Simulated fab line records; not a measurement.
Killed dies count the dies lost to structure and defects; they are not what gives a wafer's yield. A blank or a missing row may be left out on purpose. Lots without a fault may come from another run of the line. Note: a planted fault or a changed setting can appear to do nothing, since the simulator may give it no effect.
Chamber matching :: flow gf180mcu :: cmp-02 running GF_V5_CMP_04: 4 sister chambers
The step polishes SiO2. 16 wafers are shown with their chamber, then 8 later ones without.

## EACH WAFER AND ITS CHAMBER
wafer: L792.1
chamber: 2
motorCurrentA (A): 12.4
slurryFilterDpKPa (kPa): 13.61

wafer: L792.4
chamber: 3
motorCurrentA (A): 13.6
slurryFilterDpKPa (kPa): 13.40

wafer: L792.5
chamber: 1
motorCurrentA (A): 11.2
slurryFilterDpKPa (kPa): 13.42

wafer: L794.2
chamber: 0
motorCurrentA (A): 11.7
slurryFilterDpKPa (kPa): 13.35

wafer: L794.3
chamber: 1
motorCurrentA (A): 11.8
slurryFilterDpKPa (kPa): 13.62

wafer: L794.6
chamber: 2
motorCurrentA (A): 12.6
slurryFilterDpKPa (kPa): 13.55

wafer: L796.1
chamber: 1
motorCurrentA (A): 11.6
slurryFilterDpKPa (kPa): 13.42

wafer: L796.3
chamber: 3
motorCurrentA (A): 13.7
slurryFilterDpKPa (kPa): 13.58

wafer: L796.5
chamber: 0
motorCurrentA (A): 11.1
slurryFilterDpKPa (kPa): 13.71

wafer: L801.1
chamber: 2
motorCurrentA (A): 13.1
slurryFilterDpKPa (kPa): 13.67

wafer: L801.5
chamber: 0
motorCurrentA (A): 11.4
slurryFilterDpKPa (kPa): 13.58

wafer: L801.6
chamber: 3
motorCurrentA (A): 13.1
slurryFilterDpKPa (kPa): 13.40

wafer: L802.1
chamber: 0
motorCurrentA (A): 11.4
slurryFilterDpKPa (kPa): 13.44

wafer: L802.3
chamber: 2
motorCurrentA (A): 11.5
slurryFilterDpKPa (kPa): 13.32

wafer: L802.4
chamber: 1
motorCurrentA (A): 11.6
slurryFilterDpKPa (kPa): 13.68

wafer: L812.1
chamber: 2
motorCurrentA (A): 11.8
slurryFilterDpKPa (kPa): 13.45

SIGNATURES, as means of the wafers listed above
reading: motorCurrentA
chamber 0: 11.400
chamber 1: 11.550
chamber 2: 12.280
chamber 3: 13.467
scatter within a chamber: 0.429

reading: slurryFilterDpKPa
chamber 0: 13.5200
chamber 1: 13.5350
chamber 2: 13.5200
chamber 3: 13.4600
scatter within a chamber: 0.138
Rule: for a wafer and a chamber, the distance is found by dividing, reading by reading, the gap between the wafer's reading and the chamber's mean by the reading's scatter, squaring, summing and taking the root. The wafer belongs to the nearest chamber; if the next one is less than 2 further off, it can't be placed. The scatter: take each reading less its chamber's mean, square it, sum over the shown wafers, divide by the number of wafers less the number of chambers, and take the root.

## WAFERS WHOSE CHAMBER IS MISSING
wafer: L812.4
motorCurrentA (A): 12.3
slurryFilterDpKPa (kPa): 13.71

wafer: L812.5
motorCurrentA (A): 13.7
slurryFilterDpKPa (kPa): 13.77

wafer: L813.2
motorCurrentA (A): 12.2
slurryFilterDpKPa (kPa): 13.29

wafer: L813.5
motorCurrentA (A): 11.6
slurryFilterDpKPa (kPa): 13.37

wafer: L813.6
motorCurrentA (A): 12.1
slurryFilterDpKPa (kPa): 13.51

wafer: L815.2
motorCurrentA (A): 12.9
slurryFilterDpKPa (kPa): 13.66

wafer: L815.3
motorCurrentA (A): 11.5
slurryFilterDpKPa (kPa): 13.56

wafer: L815.4
motorCurrentA (A): 14.1
slurryFilterDpKPa (kPa): 13.57

## CHAMBER TAKEN BY EACH
wafer: L812.4
from the rows above: can't be placed: 2 or 1 or 0 or 3
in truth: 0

wafer: L812.5
from the rows above: can't be placed: 3 or 2
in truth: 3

wafer: L813.2
from the rows above: can't be placed: 2 or 1 or 0 or 3
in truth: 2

wafer: L813.5
from the rows above: can't be placed: 0 or 1 or 2
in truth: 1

wafer: L813.6
from the rows above: can't be placed: 2 or 1 or 0
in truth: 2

wafer: L815.2
from the rows above: can't be placed: 2 or 3 or 1 or 0
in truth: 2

wafer: L815.3
from the rows above: can't be placed: 1 or 0 or 2
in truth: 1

wafer: L815.4
from the rows above: 3
in truth: 3
Correctly placed: 1 of 8. From these rows, 7 cannot be placed; in 7 the true chamber is one of the candidates. 0 placed wrongly.
